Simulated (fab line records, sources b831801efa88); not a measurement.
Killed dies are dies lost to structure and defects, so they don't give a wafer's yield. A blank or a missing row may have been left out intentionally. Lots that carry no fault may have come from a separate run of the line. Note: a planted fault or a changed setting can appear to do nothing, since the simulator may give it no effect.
Which tool did it? | flow sky130 | Sampling: 11 lots, 33 wafers, 3 of 708 route steps

## WHAT THE GAUGES SHOWED, per wafer
SKY_GATE_OXIDE_THK_MEAS_02. Usual: for GATE_OXIDE_OXIDATION_00_THK the level is 10.79 nm and the standard deviation is 0.19.
lot  | measured     | on           | GATE_OXIDE_OXIDATION_00_THK (nm) | flag
L852 | day 12 22:34 | filmMetro-01 | 10.74 10.65 10.74                | 
L854 | day 13 09:57 | filmMetro-01 | 10.98 10.87 10.93                | 
L855 | day 13 20:26 | filmMetro-02 | 11.03 10.93 11.06                | 
L860 | day 15 06:20 | filmMetro-01 | 10.56 10.87 10.64                | 
L869 | day 18 16:52 | filmMetro-01 | 11.03 10.92 11.04                | 
L870 | day 18 23:26 | filmMetro-02 | 10.34 10.63 10.58                | 
L871 | day 19 23:08 | filmMetro-02 | 10.85 10.85 10.80                | 
L872 | day 19 23:09 | filmMetro-01 | 10.76 10.82 10.84                | 
L873 | day 20 00:28 | filmMetro-02 | 10.88 11.08 10.95                | 
L874 | day 20 05:06 | filmMetro-02 | 10.87 10.77 10.72                | 
L875 | day 21 00:56 | filmMetro-02 | 10.37 10.60 10.54                | 

SKY_POLY_GATE_CD_MEAS_13 targets a cd of 150 nm. Usual: cdNm at 150.4 nm, with a standard deviation of 1.6.
lot  | measured     | on       | cdNm (nm)         | flag
L852 | day 16 16:28 | cdSem-01 | 150.3 149.8 150.1 | 
L854 | day 17 01:23 | cdSem-01 | 149.9 149.0 149.5 | 
L855 | day 17 11:18 | cdSem-01 | 151.5 149.1 150.4 | 
L860 | day 19 03:43 | cdSem-01 | 150.4 150.7 149.5 | 
L869 | day 22 18:35 | cdSem-02 | 152.0 151.6 153.1 | 
L870 | day 23 00:52 | cdSem-01 | 146.2 147.0 146.5 | 
L871 | day 23 23:25 | cdSem-02 | 150.2 148.2 149.1 | 
L872 | day 24 01:09 | cdSem-01 | 147.8 149.3 148.7 | 
L873 | day 24 03:00 | cdSem-02 | 151.8 151.0 152.4 | 
L874 | day 24 05:34 | cdSem-01 | 152.9 153.1 152.5 | 
L875 | day 25 07:53 | cdSem-02 | 151.0 150.6 150.5 | 

## EACH LOT AND THE TOOL THAT RAN IT (in order: tool; ch and the chambers of the sampled wafers; start)
lot  | SKY_RES_PROTECT_STRIP_07
L852 | plasmaAsher-02 ch 0,1, day 15 07:13
L854 | plasmaAsher-04 ch 0,1, day 15 17:53
L855 | plasmaAsher-01 ch 0,1, day 16 04:50
L860 | plasmaAsher-01 ch 0,1, day 17 19:16
L869 | plasmaAsher-01 ch 0,1, day 21 10:04
L870 | plasmaAsher-02 ch 0,1, day 21 16:27
L871 | plasmaAsher-01 ch 0,1, day 22 14:56
L872 | plasmaAsher-04 ch 0,1, day 22 17:08
L873 | plasmaAsher-02 ch 0,1, day 22 17:58
L874 | plasmaAsher-01 ch 0,1, day 22 21:58
L875 | plasmaAsher-02 ch 0,1, day 23 16:44
- SKY_RES_PROTECT_STRIP_07: strips in O2/N2.

## AS READ BY THE TOOLS THEMSELVES (means over the sampled wafers that have a number; for cases with no such wafer, the mark the record gives instead)
SKY_RES_PROTECT_STRIP_07. Usual: drypumpMotorCurrentA 5.9 A, standard deviation 0.41; oesProductAu 0.516 a.u., standard deviation 0.0044; stripTimeToEndpointS 23.36 s, standard deviation 0.043.
lot  | tool           | drypumpMotorCurrentA (A) | oesProductAu (a.u.) | stripTimeToEndpointS (s) | flag
L852 | plasmaAsher-02 | 6.4                      | 0.515               | 23.35                    | 
L854 | plasmaAsher-04 | 5.4                      | 0.514               | 23.39                    | 
L855 | plasmaAsher-01 | 6.0                      | 0.516               | 23.34                    | 
L860 | plasmaAsher-01 | 5.9                      | 0.519               | 23.33                    | 
L869 | plasmaAsher-01 | 5.9                      | 0.515               | 23.38                    | 
L870 | plasmaAsher-02 | 6.3                      | 0.516               | 23.34                    | 
L871 | plasmaAsher-01 | 5.9                      | 0.516               | 23.30                    | 
L872 | plasmaAsher-04 | 5.5                      | 0.511               | 23.35                    | 
L873 | plasmaAsher-02 | 6.3                      | 0.514               | 23.34                    | 
L874 | plasmaAsher-01 | 5.8                      | 0.520               | 23.36                    | 
L875 | plasmaAsher-02 | 6.3                      | 0.519               | 23.39                    | 

## THE ANSWER, worked out from the rows above alone
Rule: a lot is off if the mean of its wafers that have a number lies more than 3 standard deviations from the usual mean. A lot without any number at a reading at which 4 lots or more have one is off too. All remaining lots with rows at the step are treated as sound. After the gauges, taken in route order, come the tools' own readings; for these a lot's mean is taken, as printed above. At the first step where some lot is off, the reading lying furthest off is the one used; lots without a number count as furthest.
None of the lots is off at any reading shown; this tells nothing.

## WHAT THE SIMULATOR HAD PUT IN
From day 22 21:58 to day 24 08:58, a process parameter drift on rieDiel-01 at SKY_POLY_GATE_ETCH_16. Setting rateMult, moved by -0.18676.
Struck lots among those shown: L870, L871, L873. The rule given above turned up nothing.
